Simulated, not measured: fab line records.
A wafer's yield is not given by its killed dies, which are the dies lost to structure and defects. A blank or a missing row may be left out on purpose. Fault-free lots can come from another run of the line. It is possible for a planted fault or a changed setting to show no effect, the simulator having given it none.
fab line records	flow sky130
[record] lots = 6	wafers = 18	last_day = 50
route steps=708 shown GATE_OXIDE@201 POLY_GATE@204 RES_PROTECT@206 PAD_OPEN@708
lots untouched by any fault: they come from a run of this same line in which no faults occurred
start_h: start of the lot's first displayed wafer, in hours after the record's first day	wait_h: hours elapsed since this lot's preceding step	" unchanged from the row above	L1.1+2: one row covering several wafers at once	- value missing, or start not given	* or withheld: withheld	< > ~ a bound
route shown NAME@n: NAME is a module with steps in the file, n the number in the route of the first one	usual: average and standard deviation across the fault-free wafers	same: alike in all rows	chamber/n: place in a boat	sites: per-site readings	_std_site: the values' standard deviation	_edge_site: the outer-site mean with the inner-site mean subtracted	radius_mm: for every site, how far away it sits from the centre of the wafer	mask NAME#n: copy n	behind: the tool/chamber that last shaped the wafer	hold: what put the lot on hold/how long, in hours/how the hold closed	device: whichever transistor did not switch (one of n, p or np)	end of line: at the end of the route, the tests of the same wafers	where a step has no rows: the recipe by itself	killed: dies lost to structure and defects at the first sort, not the wafer's yield	map: the dies of a wafer, with x for killed, . for not killed, _ for no die there
set.NAME: the run value of the setting; set.NAME@STEP: its run value at that earlier step	model.NAME: the simulator's own value behind a step, which no gauge read
a table for each step, a row for each wafer; lots at some steps of the route
services: the hour from which a tool's chamber was out of use, counted from the record's first day as start_h (under 0 if before that day), plus the number of hours and why
[[steps]]
[step SKY_GATE_OXIDE_TW_MEAS_14]
[usual] GATE_OXIDE_TW = 223.2/1.8
lot.wafer	tool	chamber	start_h	wait_h	GATE_OXIDE_TW
L696.3	film_metro-01	-	327.25	0.1	222.7
L696.5	"	-	"	"	222.5
L696.6	"	-	"	"	223.7
L697.2	film_metro-04	-	336.69	0.1	221.9
L697.3	"	-	"	"	221.3
L697.5	"	-	"	"	220.8
L708.2	film_metro-01	-	430.21	0.1	223.0
L708.4	"	-	"	"	222.8
L708.5	"	-	"	"	222.5
L709.1	film_metro-01	-	444.99	0.1	222.9
L709.2	"	-	"	"	223.0
L709.6	"	-	"	"	223.0
L717.2	film_metro-01	-	508.45	0.1	222.1
L717.3	"	-	"	"	222.3
L717.6	"	-	"	"	223.1
L715.1	film_metro-03	-	508.69	0.1	225.6
L715.3	"	-	"	"	225.0
L715.6	"	-	"	"	226.6
[step SKY_GATE_OXIDE_CLEAN_15]
[recipe] chemistry = SC1/SC2	mix = 1:4:20	temp_c = 70	time_s = 150	dry = n2_spin
[step SKY_GATE_OXIDE_OXIDATION_16]
[recipe] temp_c = 800	ambient = O2	idle_temp_c = 700	ramp_up_c_per_min = 10	ramp_down_c_per_min = 3	stabilise_s = 600	purge_s = 300	target_thk_a = 35.7	ox_time_s = 1915
[step SKY_POLY_GATE_CVD_00]
[recipe] material = poly-Si	target_thk_nm = 180	temp_c = 620	time_s = 720	pressure_mtorr = 200
[step SKY_POLY_GATE_THK_MEAS_01]
[recipe] reads = poly-Si_of_POLY_GATE_CVD_00
[usual] POLY_GATE_CVD_00_THK = 180.8/1.8
lot.wafer	tool	chamber	start_h	wait_h	POLY_GATE_CVD_00_THK[nm]
L696.3	film_metro-04	-	330.32	0.0	183.3
L696.5	"	-	"	"	182.9
L696.6	"	-	"	"	183.8
L697.2	film_metro-02	-	341.07	0.0	185.1
L697.3	"	-	"	"	185.5
L697.5	"	-	"	"	182.4
L708.2	film_metro-04	-	434.56	0.0	182.5
L708.4	"	-	"	"	182.8
L708.5	"	-	"	"	183.1
L709.1	film_metro-04	-	447.91	0.0	179.3
L709.2	"	-	"	"	178.9
L709.6	"	-	"	"	177.3
L717.2	film_metro-02	-	511.30	0.0	180.5
L717.3	"	-	"	"	180.3
L717.6	"	-	"	"	181.9
L715.1	film_metro-03	-	512.49	0.0	182.8
L715.3	"	-	"	"	182.6
L715.6	"	-	"	"	183.0
[step SKY_RES_PROTECT_DEHYDRATE_00]
[recipe] temp_c = 200	time_s = 60
[step SKY_RES_PROTECT_HMDS_01]
[recipe] prime_time_s = 60	prime_temp_c = 120
[step SKY_RES_PROTECT_COAT_02]
[recipe] resist = NOVOLAK	spin_rpm = 3000	resist_thk_nm = 1140
[step SKY_RES_PROTECT_SOFTBAKE_03]
[recipe] temp_c = 90	time_s = 60	resist = NOVOLAK
[step SKY_RES_PROTECT_EXPOSE_04]
[recipe] mask_id = RPM	na = 0.6	source_shape = conventional	sigma_outer = 0.6	polarization = unpolarized	target_cd_nm = 1270	dose_mj = 131
[step SKY_RES_PROTECT_PEB_05]
[recipe] temp_c = withheld	time_s = *	resist = NOVOLAK
[step SKY_RES_PROTECT_DEVELOP_06]
[recipe] resist = NOVOLAK	developer = TMAH	develop_time_s = 60	dev_temp_c = 23
[step SKY_POLY_GATE_IMPLANT_02]
[recipe] species = P	energy_kev = 30	dose_cm2 = 7.7e+15	tilt_deg = 0
[usual] beam_on_s = 37.1/2.5	dose_ions_cm2 = 7.699e+15/8.3e+12	end_station_pressure_torr = 1.05e-05/7.9e-07	faraday_current_uA = 11497/810
lot.wafer	tool	chamber	start_h	wait_h	beam_on_s	dose_ions_cm2	end_station_pressure_torr	faraday_current_uA
L696.3	implanter-01	0	358.24	0.1	39.7	7.708e+15	1.04e-05	10758
L696.5	"	0	"	"	40.5	7.705e+15	1.03e-05	10538
L696.6	"	0	"	"	40.4	7.714e+15	1.02e-05	10507
L697.2	implanter-02	0	368.50	0.1	37.5	7.701e+15	1.02e-05	11300
L697.3	"	0	"	"	38.5	7.698e+15	9.3e-06	11099
L697.5	"	0	"	"	39.6	7.686e+15	9.8e-06	10739
L708.2	implanter-01	0	465.25	0.1	17.3	3.434e+15	1.2e-05	10864
L708.4	"	0	"	"	17.7	3.419e+15	1.32e-05	10614
L708.5	"	0	"	"	17.9	3.437e+15	1.22e-05	10526
L709.1	implanter-01	0	479.13	0.1	17.6	3.418e+15	1.28e-05	10647
L709.2	"	0	"	"	17.6	3.419e+15	1.3e-05	10701
L709.6	"	0	"	"	17.5	3.416e+15	1.25e-05	10785
L717.2	implanter-02	0	540.76	0.1	38.4	7.696e+15	1.07e-05	11038
L717.3	"	0	"	"	36.2	7.706e+15	1.02e-05	11656
L717.6	"	0	"	"	38.3	7.692e+15	1.08e-05	11114
L715.1	implanter-01	0	541.98	0.1	39.1	7.699e+15	1.02e-05	10871
L715.3	"	0	"	"	39.7	7.697e+15	9.8e-06	10715
L715.6	"	0	"	"	40.2	7.71e+15	1.03e-05	10626
[step SKY_RES_PROTECT_STRIP_07]
[recipe] chemistry = O2/N2	power_w = 1400	pressure_mtorr = 1500	platen_temp_c = withheld	o2_flow_sccm = 3000	n2_flow_sccm = 300	overash_fraction = 0.5
[usual] drypump_motor_current_A = 5.6/0.58	oes_product_au = 0.517/0.0045	strip_time_to_endpoint_s = 23.30/0.041
lot.wafer	tool	chamber	start_h	wait_h	drypump_motor_current_A	oes_product_au	rf_hours_counter_h	strip_time_to_endpoint_s
L696.3	plasma_asher-03	0	358.37	0.1	5.3	0.526	-	23.33
L696.5	"	1	"	"	5.3	0.519	-	23.34
L696.6	"	0	"	"	5.2	0.514	-	23.36
L697.2	plasma_asher-03	1	368.63	0.1	5.3	0.521	63	23.31
L697.3	"	1	"	"	5.2	0.518	-	23.32
L697.5	"	0	"	"	5.3	0.510	-	23.28
L708.2	plasma_asher-03	0	465.38	0.1	5.3	0.562	72	20.12
L708.4	"	0	"	"	5.3	0.564	-	20.09
L708.5	"	0	"	"	5.3	0.559	-	20.12
L709.1	plasma_asher-04	0	479.28	0.1	6.6	0.563	37	20.01
L709.2	"	1	"	"	5.5	0.564	37	20.05
L709.6	"	1	"	"	5.5	0.568	-	20.06
L717.2	plasma_asher-02	0	540.89	0.1	4.9	0.520	72	23.31
L717.3	"	1	"	"	6.1	0.520	-	23.29
L717.6	"	0	"	"	4.9	0.515	-	23.28
L715.1	plasma_asher-04	1	542.13	0.1	5.5	0.524	43	23.27
L715.3	"	0	"	"	6.6	0.512	-	23.32
L715.6	"	0	"	"	6.6	0.522	-	23.26
[step SKY_RES_PROTECT_TW_MEAS_08]
[usual] POLY_GATE_TW = 4053/30
lot.wafer	tool	chamber	start_h	wait_h	POLY_GATE_TW
L696.3	film_metro-02	-	358.46	0.1	4060
L696.5	"	-	"	"	4070
L696.6	"	-	"	"	4044
L697.2	film_metro-02	-	368.74	0.1	4048
L697.3	"	-	"	"	4070
L697.5	"	-	"	"	4079
L708.2	film_metro-01	-	465.49	0.1	3751
L708.4	"	-	"	"	3751
L708.5	"	-	"	"	3748
L709.1	film_metro-03	-	479.38	0.1	3781
L709.2	"	-	"	"	3810
L709.6	"	-	"	"	3807
L717.2	film_metro-02	-	541.00	0.1	4067
L717.3	"	-	"	"	4067
L717.6	"	-	"	"	4079
L715.1	film_metro-02	-	542.23	0.1	4100
L715.3	"	-	"	"	4085
L715.6	"	-	"	"	4060
[step SKY_RES_PROTECT_CLEAN_09]
[recipe] chemistry = SC1/SC2	mix = 1:4:20	temp_c = 70	time_s = 150	dry = n2_spin
[step SKY_PAD_OPEN_PROBE_99]
[usual] killed_at_M0_to_M3 = 43/6.7	killed_at_M4_up = 3.1/1.9	killed_at_contacts = 25/5	killed_at_front_end = 15/4	killed_at_other = 0.4/0.69	killed_dies = 87/9.2	killed_open = 46/7.1	killed_short = 40/6.8
[same] gross_dies = 492	killed_at_back_side = 0
lot.wafer	tool	chamber	start_h	wait_h	killed_at_M0_to_M3	killed_at_M4_up	killed_at_contacts	killed_at_front_end	killed_at_other	killed_dies	killed_open	killed_short	model.etest.res_poly.line_ohm_um	model.etest.licon_poly.rc_ohm	model.etest.res_poly.rs_ohm_sq	model.etest.nfet_01v8.r_on_ohm_um	model.etest.nfet_01v8_turned.drive_ua_um	model.etest.nfet_01v8_swapped.drive_ua_um	model.etest.nfet_01v8.drive_ua_um	model.etest.nfet_01v8_lvt.drive_ua_um
L696.3	prober-01	-	1092.62	0.2	56	1	39	16	0	112	64	47	516	154	47.15	831.4	507.9	513.3	510.6	578.1
L696.5	prober-01	-	1092.72	0.2	45	2	16	20	1	84	41	43	490.6	150.3	46.89	833.2	504.3	506.5	503.3	577.3
L696.6	prober-01	-	1092.77	0.2	46	3	27	18	0	94	54	40	509.5	148.4	46.67	816.2	521.1	522.1	515.7	591.7
L697.2	prober-01	-	1101.84	0.1	33	2	30	12	0	77	38	37	498.3	156.1	46.52	834.2	508.6	508.3	513.4	578.3
L697.3	prober-01	-	1101.89	0.2	48	1	23	7	0	79	37	42	519.1	149.4	47.57	797.2	520.5	523.6	520.2	596.5
L697.5	prober-01	-	1101.99	0.2	47	2	22	15	0	86	39	47	503.8	150.6	47.87	811	520.5	520.6	522.6	593.5
L708.2	prober-02	-	1161.53	0.1	47	3	20	18	0	88	49	39	1235	621	114.5	885.4	464.6	464.3	460.1	529.4
L708.4	prober-02	-	1161.63	0.2	43	3	26	14	1	87	36	50	1191	626.8	112.2	878	464.2	465.2	462.9	525.7
L708.5	prober-02	-	1161.68	0.2	52	3	21	25	0	101	60	41	1192	631.2	114.3	900.3	455.4	453.3	451.6	523.8
L709.1	prober-02	-	1168.67	0.1	45	2	20	17	0	84	53	30	1215	615.4	118.2	867.1	475.5	475.8	474	545.4
L709.2	prober-02	-	1168.72	0.1	45	2	27	18	0	92	53	38	1193	612.7	114.7	906.3	455.2	457.2	457.4	526.7
L709.6	prober-02	-	1168.92	0.2	44	1	31	11	1	88	52	35	1183	643	117.1	903.4	456.7	454.6	455.4	523.4
L715.1	prober-02	-	1203.11	0.1	50	4	21	18	0	93	43	49	512.9	149.5	47.78	832.4	506.4	499.7	502.6	571.1
L715.3	prober-02	-	1203.21	0.2	48	0	15	17	0	80	45	35	508.6	148.3	47.35	825.2	499.5	495.9	494.2	563.1
L715.6	prober-02	-	1203.36	0.2	53	4	22	19	0	98	52	46	515.7	148.9	48.2	824	499.8	498.6	495.8	568.7
L717.2	prober-01	-	1204.66	0.1	33	1	24	17	1	76	41	35	493.8	152.6	49.24	836.3	510.9	504.6	503.6	573.9
L717.3	prober-01	-	1204.71	0.2	38	3	25	14	0	80	45	35	524.4	154.6	49.03	806.5	528.2	526.3	525.5	597.4
L717.6	prober-01	-	1204.86	0.2	43	7	30	15	0	95	46	49	479.2	152.7	47.22	846.4	499	493.7	494.7	566.5
// killed by level:class
L696.3 LI_CONTACT:geometric_particle:open=11 CONTACT:geometric_particle:open=11 VIA2:geometric_particle:open=10 VIA1:geometric_particle:open=8 CONTACT:geometric_particle:short=7 METAL2:geometric_particle:short=7 VIA3:geometric_particle:open=7 LOCAL_INTERCONNECT:geometric_particle:short=6
L696.5 VIA1:geometric_particle:open=12 METAL2:geometric_particle:short=9 LI_CONTACT:geometric_particle:open=6 FIELD_ISO:geometric_particle:short=5 POLY_GATE:geometric_particle:open=5 CONTACT:geometric_particle:short=4 METAL1:geometric_particle:short=4 VIA1:geometric_particle:short=4
L696.6 METAL2:geometric_particle:short=11 VIA2:geometric_particle:open=11 LI_CONTACT:geometric_particle:open=10 CONTACT:geometric_particle:open=10 VIA3:geometric_particle:short=6 VIA1:geometric_particle:open=5 FIELD_ISO:geometric_particle:short=4 POLY_GATE:geometric_particle:short=4
L697.2 CONTACT:geometric_particle:open=10 LOCAL_INTERCONNECT:geometric_particle:short=8 LI_CONTACT:geometric_particle:open=7 METAL1:geometric_particle:short=5 VIA3:geometric_particle:open=4 METAL2:geometric_particle:short=4 VIA2:geometric_particle:open=4 FIELD_ISO:geometric_particle:short=3
L697.3 VIA1:geometric_particle:open=9 LI_CONTACT:geometric_particle:open=8 VIA2:geometric_particle:open=7 CONTACT:geometric_particle:short=6 METAL1:geometric_particle:short=6 VIA1:geometric_particle:short=6 VIA2:geometric_particle:short=5 CONTACT:geometric_particle:open=5
L697.5 CONTACT:geometric_particle:open=11 METAL1:geometric_particle:short=8 METAL2:geometric_particle:short=8 VIA1:geometric_particle:short=7 VIA2:geometric_particle:open=5 FIELD_ISO:geometric_particle:open=4 FIELD_ISO:geometric_particle:short=4 POLY_GATE:geometric_particle:short=4
L708.2 VIA1:geometric_particle:open=8 METAL1:geometric_particle:short=8 VIA2:geometric_particle:open=8 CONTACT:geometric_particle:open=7 FIELD_ISO:geometric_particle:open=6 VIA2:geometric_particle:short=6 LI_CONTACT:geometric_particle:open=5 VIA1:geometric_particle:short=5
L708.4 METAL1:geometric_particle:short=12 VIA1:geometric_particle:open=9 CONTACT:geometric_particle:open=8 FIELD_ISO:geometric_particle:short=6 LOCAL_INTERCONNECT:geometric_particle:short=6 CONTACT:geometric_particle:short=6 VIA1:geometric_particle:short=5 VIA3:geometric_particle:open=5
L708.5 VIA1:geometric_particle:open=15 CONTACT:geometric_particle:open=9 FIELD_ISO:geometric_particle:open=8 METAL1:geometric_particle:short=7 CONTACT:geometric_particle:short=6 VIA2:geometric_particle:open=6 VIA3:geometric_particle:short=5 POLY_GATE:geometric_particle:short=4
L709.1 CONTACT:geometric_particle:open=11 VIA2:geometric_particle:open=11 VIA1:geometric_particle:open=10 POLY_GATE:geometric_particle:open=7 METAL1:geometric_particle:short=7 LI_CONTACT:geometric_particle:open=5 FIELD_ISO:geometric_particle:short=4 METAL2:geometric_particle:short=4
L709.2 VIA1:geometric_particle:open=15 LI_CONTACT:geometric_particle:open=9 METAL1:geometric_particle:short=6 CONTACT:geometric_particle:open=6 METAL2:geometric_particle:short=6 POLY_GATE:geometric_particle:open=5 LI_CONTACT:geometric_particle:short=5 LOCAL_INTERCONNECT:geometric_particle:short=5
L709.6 CONTACT:geometric_particle:open=13 VIA1:geometric_particle:open=13 CONTACT:geometric_particle:short=8 METAL2:geometric_particle:short=7 FIELD_ISO:geometric_particle:open=5 LI_CONTACT:geometric_particle:open=5 VIA1:geometric_particle:short=5 VIA3:geometric_particle:open=5
L715.1 VIA1:geometric_particle:open=10 VIA1:geometric_particle:short=7 METAL2:geometric_particle:short=7 LI_CONTACT:geometric_particle:open=6 CONTACT:geometric_particle:open=6 METAL1:geometric_particle:short=5 VIA3:geometric_particle:open=5 VIA3:geometric_particle:short=5
L715.3 VIA1:geometric_particle:open=14 CONTACT:geometric_particle:open=7 POLY_GATE:geometric_particle:short=6 VIA2:geometric_particle:open=6 METAL2:geometric_particle:short=6 VIA3:geometric_particle:open=5 VIA1:geometric_particle:short=4 FIELD_ISO:geometric_particle:short=3
L715.6 VIA2:geometric_particle:open=12 VIA1:geometric_particle:open=10 FIELD_ISO:geometric_particle:open=7 CONTACT:geometric_particle:open=7 METAL2:geometric_particle:short=7 VIA3:geometric_particle:open=6 LI_CONTACT:geometric_particle:short=5 METAL1:geometric_particle:short=5
L717.2 CONTACT:geometric_particle:open=9 METAL1:geometric_particle:short=8 VIA1:geometric_particle:open=6 LOCAL_INTERCONNECT:geometric_particle:short=5 VIA2:geometric_particle:open=5 FIELD_ISO:geometric_particle:open=3 FIELD_ISO:geometric_particle:short=3 CONTACT:geometric_particle:short=3
L717.3 CONTACT:geometric_particle:open=9 LI_CONTACT:geometric_particle:open=7 VIA1:geometric_particle:open=7 VIA3:geometric_particle:open=7 FIELD_ISO:geometric_particle:short=6 VIA1:geometric_particle:short=5 VIA2:geometric_particle:open=5 METAL3:geometric_particle:short=5
L717.6 VIA1:geometric_particle:open=10 METAL2:geometric_particle:short=9 CONTACT:geometric_particle:short=8 LI_CONTACT:geometric_particle:open=8 VIA3:geometric_particle:open=7 CONTACT:geometric_particle:open=6 LOCAL_INTERCONNECT:geometric_particle:short=5 METAL4:geometric_particle:short=5
[[services]]
tool	chamber	start_h	hours	kind
implanter-01	-	336.38	9.3	repair
plasma_asher-02	-	340.82	8.3	repair
plasma_asher-02	-	360.47	1.4	repair
implanter-01	-	411.18	3.7	repair
plasma_asher-04	-	413.81	3.0	repair
plasma_asher-03	-	431.69	1.5	repair
implanter-02	-	431.80	9.4	repair
implanter-01	-	432.70	6.7	repair
implanter-01	-	459.02	0.8	repair
plasma_asher-03	-	459.36	1.6	repair
plasma_asher-03	-	460.97	4.3	pm
implanter-01	-	510.04	3.1	repair
implanter-01	-	520.56	3.1	pm
implanter-01	-	523.61	4.5	pm
implanter-01	-	530.43	1.4	repair
plasma_asher-04	-	530.70	0.7	repair
[[key]]
[first_sign] step = SKY_POLY_GATE_IMPLANT_02	reading = dose_ions_cm2	direction = down	sigmas = 99+	usual = *	struck = *
[effect] step = SKY_POLY_GATE_IMPLANT_02	reading = beam_on_s	direction = down	sigmas = 7.7	usual = 37.1	struck = 17.6
[effect] step = SKY_RES_PROTECT_STRIP_07	reading = strip_time_to_endpoint_s	direction = down	sigmas = 78	usual = *	struck = *
[effect] step = SKY_RES_PROTECT_TW_MEAS_08	reading = POLY_GATE_TW	direction = down	sigmas = 9.4	usual = 4053	struck = 3775
[model_effect] step = SKY_PAD_OPEN_PROBE_99	value = etest.res_poly.line_ohm_um	without = 504.4	struck = 1202
met_at SKY_POLY_GATE_IMPLANT_02
struck_wafers L708.2,L708.4,L708.5,L709.1,L709.2,L709.6
tester_left_out L708,L709
onset_between 358.24 465.25
[fault] kind = process_parameter_drift	tool = implanter-01	chamber = -	onset_h = 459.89	steps = SKY_POLY_GATE_IMPLANT_02	channel = dose_cm2	offset = *	shape = step	end_h = 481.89	acts_in = *	stated = *
// tester_left_out: of these lots the tester's yield and bins aren't shown, on N5 and GAA mostly nor the transistor test; their killed dies are dies lost to structure and defects alone, not to doping, threshold or leakage, so they don't give the yield
